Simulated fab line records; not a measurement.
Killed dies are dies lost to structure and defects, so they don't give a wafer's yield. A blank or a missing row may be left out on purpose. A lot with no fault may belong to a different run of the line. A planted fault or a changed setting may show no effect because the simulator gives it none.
Comparing a struck lot with a sound one    flow sky130    33 out of 708 route steps
Sound: these wafers, L412.3, L412.5, L412.6. Struck: wafer L423.1 (left out: L423.3, L423.5 of the same lot, which were not struck); the cause appears at the end.
Order at every step that has rows: each side's tool, ch and its chambers, its first start. Under that, the readings that differ: sound wafers    struck wafers    difference of the means    sigmas: that difference in standard deviations of wafers without a fault.
alike: readings with means less than 2 such deviations apart, plus words and numbers identical on both sides. not compared: withheld readings, readings lacking a value on some wafer, bounds such as >300 that could conceal the same value, and numbers that have no deviation in the record and whose values overlap.
The two part at a step that has a row with sigmas, a row that says differs or no value, or rows on one side only. Non-overlapping numbers with no deviation appear without sigmas and do not part them. A reading missing from all wafers of one side parts the sides only when that side holds two or more wafers.

first, 8 steps without rows for these wafers: SKY_VIA1_ETCH_14 (etches BARC in N2/H2, stops on SiO2, time 45.9 s, target depth 60 nm); SKY_VIA1_ETCH_15 (etches SiO2 in C4F8/O2/Ar, stops on TiN, target depth 351 nm, time 54 s); SKY_VIA1_STRIP_16 (strips in O2/N2); SKY_VIA1_STRIP_17 (strips in post etch residue remover, time 1200 s); SKY_VIA1_CLEAN_18 (cleans in IPA, time 180 s); SKY_VIA1_CLEAN_19 (cleans in O3/DIW); SKY_VIA1_SPUTTER_20 (material TiN, target thk 20 nm, time 80 s); SKY_VIA1_CVD_21 (deposits W, target thk 270 nm, time 80.902 s).
SKY_VIA1_CMP_24: polishes, stops on SiO2, t overpolish 15 s, target thk 0 nm.
  sound on cmp-01 ch 0,1,2, day 34 09:14; struck on cmp-01 ch 0, day 37 20:23
  alike: motor-current-A, overpolish-run-s, time-to-endpoint-s
then, 23 steps without rows for these wafers: SKY_METAL2_SPUTTER_00 (material Ti, target thk 15 nm, time 10 s); SKY_METAL2_SPUTTER_01 (material TiN, target thk 20 nm, time 16.7 s); SKY_METAL2_SPUTTER_02 (material AlCu, target thk 250 nm, time 13.3 s); SKY_METAL2_SPUTTER_03 (material Ti, target thk 5 nm, time 3.3 s); SKY_METAL2_SPUTTER_04 (material TiN, target thk 70 nm, time 58.3 s); SKY_METAL2_DEHYDRATE_07 (time 60 s); SKY_METAL2_HMDS_08 (prime time 60 s); SKY_METAL2_COAT_09 (resist thk 60 nm); SKY_METAL2_COAT_10 (resist thk 450 nm); SKY_METAL2_SOFTBAKE_11 (time 90 s); SKY_METAL2_EXPOSE_12 (exposes mask MM2, target cd 140 nm); SKY_METAL2_PEB_13; SKY_METAL2_DEVELOP_14 (develop time 60 s); SKY_METAL2_DESCUM_17 (chemistry O2, time 8 s); SKY_METAL2_ETCH_18 (etches BARC in N2/H2, stops on SiO2, time 45.9 s, target depth 60 nm); SKY_METAL2_METAL_ETCH_19 (etches the open film in Cl2/BCl3, stops on SiO2, target depth 360 nm, time 78 s); SKY_METAL2_STRIP_20 (strips in O2/N2); SKY_METAL2_STRIP_21 (strips in post etch residue remover, time 1200 s); SKY_METAL2_CLEAN_22 (cleans in IPA, time 180 s); SKY_METAL2_CLEAN_23 (cleans in O3/DIW); SKY_VIA2_HDPCVD_00 (deposits SiO2, target thk 1180 nm, time 196.7 s); SKY_VIA2_CMP_02 (polishes SiO2); SKY_VIA2_DEHYDRATE_04 (time 60 s).
-- the record jumps here: 11 days lie between the struck wafers' starts before and after (it left off in module VIA2 and takes up again in module PAD_OPEN, whose first step shown is number 708 of the route) --
SKY_PAD_OPEN_PROBE_99:
  struck on prober-01, day 48 15:05; sound on prober-02, day 46 04:47
reading                                sound               struck  difference  sigmas
defect-limited-yield (%)               80.3 82.7 82.7      47.6    -34.3       -17
killed_at_M0_to_M3                     48 50 42            227     +180        +27
killed-at-front-end                    24 14 13            7       -10         -2
killed-dies                            97 85 85            258     +169        +17
killed-on-rim                          18 19 15            50      +33         +10
killed-short                           45 42 45            30      -14         -2
sort_bin_3_pad_short (%)               0.8 0.4 1.4         5.1     +4.2        +10
sort_bin_5_function (%)                11.2 12.0 10.6      30.9    +19.6       +13
sort_bin_6_memory (%)                  7.7 4.9 5.3         16.5    +10.5       +10
sort-n-pass                            395 407 407         234     -169        -17
sort-yield-pct (%)                     80.3 82.7 82.7      47.6    -34.3       -17
model.etest.tester.sort-n-pass         395 407 407         234     -169        
model.etest.tester.sort-yield-pct (%)  80.28 82.72 82.72   47.56   -34.35      
model.etest.tester.sort_bin_5_pct (%)  11.18 11.99 10.57   30.89   +19.64      
model.etest.tester.sort_bin_6_pct (%)  7.724 4.878 5.285   16.46   +10.50      
model.etest.tester.sort_bin_3_pct (%)  0.813 0.4065 1.423  5.081   +4.200      
  alike: killed_at_M4_up, killed-at-contacts, killed-at-other, killed-open

WHERE THEY PART
At SKY_PAD_OPEN_PROBE_99 and nowhere else, as far as this record goes.

WHY: the cause the simulator had injected
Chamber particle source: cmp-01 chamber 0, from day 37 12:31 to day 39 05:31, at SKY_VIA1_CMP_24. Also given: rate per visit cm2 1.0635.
